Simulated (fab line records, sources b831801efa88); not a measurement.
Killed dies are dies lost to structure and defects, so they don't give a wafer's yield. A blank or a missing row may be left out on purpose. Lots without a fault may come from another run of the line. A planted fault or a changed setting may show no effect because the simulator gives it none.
Tool commonality check | flow gf180mcu | 13 lots, 39 wafers sampled

WHY IT WAS OPENED
At GF_VT_IMPLANT_TW_MEAS_21 the reading VT_IMPLANT_2_TW is flagged on 2 of 13 lots. Wafers without a fault read 1216, standard deviation 8.2.
Rule: a lot is flagged when every wafer of it that has a number lies more than 4 standard deviations from that mean, or none has a number. The other lots count as sound.

lot  | measured     | on            | VT_IMPLANT_2_TW, wafer by wafer | flag
L828 | day 6 14:29  | film_metro-03 | 1223 1217 1217                  |
L830 | day 7 06:29  | film_metro-04 | 1215 1206 1210                  |
L831 | day 7 12:01  | film_metro-01 | 1215 1207 1208                  |
L833 | day 8 01:52  | film_metro-04 | 1219 1221 1221                  |
L834 | day 8 14:31  | film_metro-04 | 1223 1218 1213                  |
L836 | day 9 04:23  | film_metro-04 | 1215 1224 1220                  |
L837 | day 9 14:47  | film_metro-03 | 1218 1217 1223                  |
L838 | day 9 15:25  | film_metro-04 | 1225 1224 1217                  |
L841 | day 10 02:38 | film_metro-04 | 1225 1221 1224                  |
L840 | day 10 03:16 | film_metro-01 | 1205 1203 1199                  |
L842 | day 10 13:02 | film_metro-01 | 1497 1503 1497                  | FLAGGED
L847 | day 11 19:17 | film_metro-01 | 1495 1501 1500                  | FLAGGED
L848 | day 12 02:05 | film_metro-01 | 1199 1204 1200                  |
The numbers of the flagged lots are 1499 on average: +283 against the usual, or +34 standard deviations.

WHICH TOOL RAN EACH LOT
The record holds 2 process steps before the reading, out of a route of 602 steps. In each cell: the tool, then ch and the chambers that the sampled wafers went through, then the start.
lot  | flag    | GF_LVPWELL_STRIP_10                 | GF_VT_IMPLANT_IMPLANT_19
L828 |         | plasma_asher-02 ch 0,1, day 4 07:15 | implanter-01 ch 0, day 6 14:16
L830 |         | plasma_asher-02 ch 0,1, day 4 21:40 | implanter-04 ch 0, day 7 06:14
L831 |         | plasma_asher-01 ch 0,1, day 5 01:10 | implanter-04 ch 0, day 7 11:47
L833 |         | plasma_asher-01 ch 0,1, day 5 14:13 | implanter-01 ch 0, day 8 01:37
L834 |         | plasma_asher-04 ch 0,1, day 5 23:14 | implanter-01 ch 0, day 8 14:17
L836 |         | plasma_asher-01 ch 0,1, day 6 11:55 | implanter-04 ch 0, day 9 04:11
L837 |         | plasma_asher-04 ch 0,1, day 6 20:29 | implanter-04 ch 0, day 9 14:34
L838 |         | plasma_asher-02 ch 0,1, day 6 21:07 | implanter-04 ch 0, day 9 15:10
L841 |         | plasma_asher-02 ch 0,1, day 7 06:53 | implanter-03 ch 0, day 10 02:25
L840 |         | plasma_asher-02 ch 0,1, day 7 07:52 | implanter-03 ch 0, day 10 03:02
L842 | FLAGGED | plasma_asher-01 ch 0,1, day 7 16:53 | implanter-03 ch 0, day 10 12:31
L847 | FLAGGED | plasma_asher-04 ch 0,1, day 8 19:50 | implanter-03 ch 0, day 11 18:42
L848 |         | plasma_asher-01 ch 0,1, day 9 02:03 | implanter-04 ch 0, day 12 01:53
What these steps do:
- GF_LVPWELL_STRIP_10: strips in O2/N2.
- GF_VT_IMPLANT_IMPLANT_19
- GF_VT_IMPLANT_TW_MEAS_21

FLAGGED OVER TOTAL, TOOL BY TOOL (the gauges that took the reading come last)
step                     | tool            | lots run | flagged | share of the flagged lots | sound lots run after its first flagged lot
GF_LVPWELL_STRIP_10      | plasma_asher-01 | 5        | 1       | some                      | 1 (L848)
GF_LVPWELL_STRIP_10      | plasma_asher-02 | 5        | 0       | none                      | -
GF_LVPWELL_STRIP_10      | plasma_asher-04 | 3        | 1       | some                      | 0
GF_VT_IMPLANT_IMPLANT_19 | implanter-01    | 3        | 0       | none                      | -
GF_VT_IMPLANT_IMPLANT_19 | implanter-03    | 4        | 2       | all                       | 0
GF_VT_IMPLANT_IMPLANT_19 | implanter-04    | 6        | 0       | none                      | -
GF_VT_IMPLANT_TW_MEAS_21 | film_metro-01   | 5        | 2       | all                       | 1 (L848)
GF_VT_IMPLANT_TW_MEAS_21 | film_metro-03   | 2        | 0       | none                      | -
GF_VT_IMPLANT_TW_MEAS_21 | film_metro-04   | 6        | 0       | none                      | -

WHAT THE TABLE ALLOWS
2 rows of the table ran every flagged lot: implanter-03 at GF_VT_IMPLANT_IMPLANT_19, film_metro-01 at GF_VT_IMPLANT_TW_MEAS_21.
- implanter-03 at GF_VT_IMPLANT_IMPLANT_19: 2 of its 4 lots flagged. Its last sound lot is L840 (day 10 03:02), its first flagged lot L842 (day 10 12:31): a fault that began between those two fits.
- film_metro-01 at GF_VT_IMPLANT_TW_MEAS_21: 2 of its 5 lots flagged. Sound lots ran on it after the first flagged one (L848), which a lasting fault on the whole tool wouldn't allow.
One tool is left: implanter-03 at GF_VT_IMPLANT_IMPLANT_19.

WHAT THE SIMULATOR HAD PUT IN
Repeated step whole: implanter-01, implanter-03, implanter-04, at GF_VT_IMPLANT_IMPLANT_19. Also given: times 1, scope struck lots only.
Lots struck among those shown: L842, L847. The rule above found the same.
